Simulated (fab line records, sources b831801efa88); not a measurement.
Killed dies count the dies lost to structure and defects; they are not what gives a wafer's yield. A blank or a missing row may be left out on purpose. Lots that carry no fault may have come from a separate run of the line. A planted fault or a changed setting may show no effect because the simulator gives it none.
Code-filled problem report in 8D (eight disciplines) form -- flow gf180mcu -- the parts of the form that need people (team, actions taken, sign-off) are left out

1. PROBLEM STATEMENT
V3_W_RS at GF_V3_RS_MEAS_24 reads a mean of 0.303 ohm/sq on 1 wafer of 1 lot; wafers without a fault read 0.327 ohm/sq with a standard deviation of 0.0037. Measured from the usual mean, that is -6.5 standard deviations.
The step: measures by four-point-probe.
The first sign was on wafer L658.2 at day 25 13:09, on film_metro-04. Wafers with a number at this step in the record: 36, from 12 lots. The rule behind "out" and "out of limits": a value lying over 4 standard deviations away from the usual mean. Any other wafer with a number is counted as sound.

2. WHAT IT IS, WHAT IT ISN'T
question,is,is not
which readings at this step,V3_W_RS,-
which lots,L658,"L649, L651, L653, L654, L655, L657, L667, L668, L669, L670, L672"
which wafers of those lots,L658.2,"L658.3, L658.4"
read on which gauges,film_metro-04,"film_metro-01, film_metro-03"
when,from day 25 13:09,"up to then (20 sound wafers); but 15 sound wafers of L667, L668, L669, L670, L672 came after"

3. WHAT RULES OUT EACH SUSPECT
Counting: any tool at a process step up to the reading remains a suspect provided it ran every lot that is out. Sound lots after the first of them don't rule it out here, since some wafers of a struck lot are sound.
- the gauge at GF_V3_RS_MEAS_24: kept. All the wafers that are out were read on film_metro-04, and no step on other tools shows them out.
- pvd_sputter-03 at GF_M3_SPUTTER_00 (material Ti, target thk 37.5 nm, time 150 s): kept. The lot that is out, L658, ran on it at day 23 14:47; the last sound lot it ran before that was L654, at day 22 02:30.
- pvd_sputter-03 at GF_M3_SPUTTER_03 (material Ti, target thk 10 nm, time 6.7 s): kept. The lot that is out, L658, ran on it at day 23 14:57; the last sound lot it ran before that was L654, at day 22 02:40.
- cvd_w-01 at GF_V3_CVD_23 (deposits W, target thk 350 nm, time 104.9 s): kept. The lot that is out, L658, ran on it at day 25 13:01; the last sound lot it ran before that was L657, at day 25 06:10.
Left after counting: pvd_sputter-03 at GF_M3_SPUTTER_00, pvd_sputter-03 at GF_M3_SPUTTER_03, cvd_w-01 at GF_V3_CVD_23, film_metro-04 at GF_V3_RS_MEAS_24.

4. THE CAUSE (what the simulator had put in)
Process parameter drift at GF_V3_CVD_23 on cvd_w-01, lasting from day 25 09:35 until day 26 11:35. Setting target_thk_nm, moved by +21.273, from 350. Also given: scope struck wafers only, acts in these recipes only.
4 suspects survive the count, and this tool is in that group.

5. THE EFFECT CHAIN, in route order
Rows list readings where the struck wafers' mean (over those with a number) sits beyond 3 standard deviations from the usual. Only readings whose record carries a usual standard deviation are examined. hours: median over the lots of the time between each lot's start at the first step of this table that gives one and its start at this step. sigmas: the change, counted in usual standard deviations.
hours,step,reading,usual,on struck wafers,change,sigmas
0,GF_V3_RS_MEAS_24,V3_W_RS,0.327 ohm/sq,0.303,-0.024,-6.5
0,GF_V3_THK_MEAS_25,V3_W_THK,360 nm,380,+20,+3.5

6. HOW IT WOULD HAVE BEEN CAUGHT EARLIER
In this record the first reading out of limits at a measuring or inspecting step was taken at day 25 13:09, 4 hours after the fault began at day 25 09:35.
An alarm limit of 4 standard deviations would not have fired on the tool readings at GF_V3_CVD_23 for which the record gives a usual standard deviation, since none of them was out on any struck wafer.
The start of GF_V3_CVD_23 on cvd_w-01 came by day 25 13:09 for every one of the lots that are out (1). Tool hold at that time: it would have spared none of them.
